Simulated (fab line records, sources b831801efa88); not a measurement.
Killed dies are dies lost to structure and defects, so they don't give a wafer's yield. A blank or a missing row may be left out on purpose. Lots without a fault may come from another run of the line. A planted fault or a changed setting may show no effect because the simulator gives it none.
Chamber matching | flow gf180mcu | GF_V3_CMP_26 on cmp-01: 4 sister chambers
The step polishes, stops on SiO2, t overpolish 15 s, target thk 0 nm. 8 wafers are shown with their chamber, then 7 later ones without.

WAFERS WITH THEIR CHAMBER
wafer  | chamber | motor_current_A (A) | time_to_endpoint_s (s)
L636.5 | 3       | 11.3                | 81.7
L640.2 | 1       | 10.9                | 85.7
L640.6 | 0       | 10.3                | 84.4
L643.2 | 3       | 11.1                | 86.0
L643.3 | 0       | 10.9                | 86.9
L643.4 | 2       | 12.0                | 83.6
L644.4 | 1       | 11.5                | 86.7
L644.5 | 2       | 11.1                | 80.9

WAFERS WITHOUT THEIR CHAMBER
wafer  | motor_current_A (A) | time_to_endpoint_s (s)
L644.6 | 10.6                | 83.4
L656.2 | 11.4                | 82.9
L656.4 | 10.9                | 87.2
L656.5 | 11.2                | 88.8
L657.2 | 10.9                | 88.5
L657.4 | 11.4                | 87.4
L657.5 | 12.6                | 81.4

WHICH CHAMBER EACH WENT THROUGH
wafer  | from the rows above               | in truth
L644.6 | can't be placed: 0 or 3 or 1 or 2 | 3
L656.2 | can't be placed: 2 or 3 or 1 or 0 | 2
L656.4 | can't be placed: 1 or 0 or 3      | 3
L656.5 | can't be placed: 1 or 0 or 3      | 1
L657.2 | can't be placed: 1 or 0 or 3      | 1
L657.4 | can't be placed: 1 or 3 or 0 or 2 | 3
L657.5 | can't be placed: 2 or 3 or 1      | 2
Placed correctly: 0 of 7. Can't be placed from these rows: 7 (the true chamber is among the candidates in 7). Placed wrongly: 0.
How it was worked out, from the rows above alone: a wafer's distance from a chamber is the root of the sum, over the readings, of the square of ((its reading less the chamber's mean) divided by the reading's scatter). The wafer belongs to the nearest chamber; if the next one is less than 2 further off, it can't be placed. A chamber's mean is the mean of its shown wafers. The scatter: the root of (the sum of the squares of (reading less its chamber's mean) over the shown wafers, divided by (wafers less chambers)).
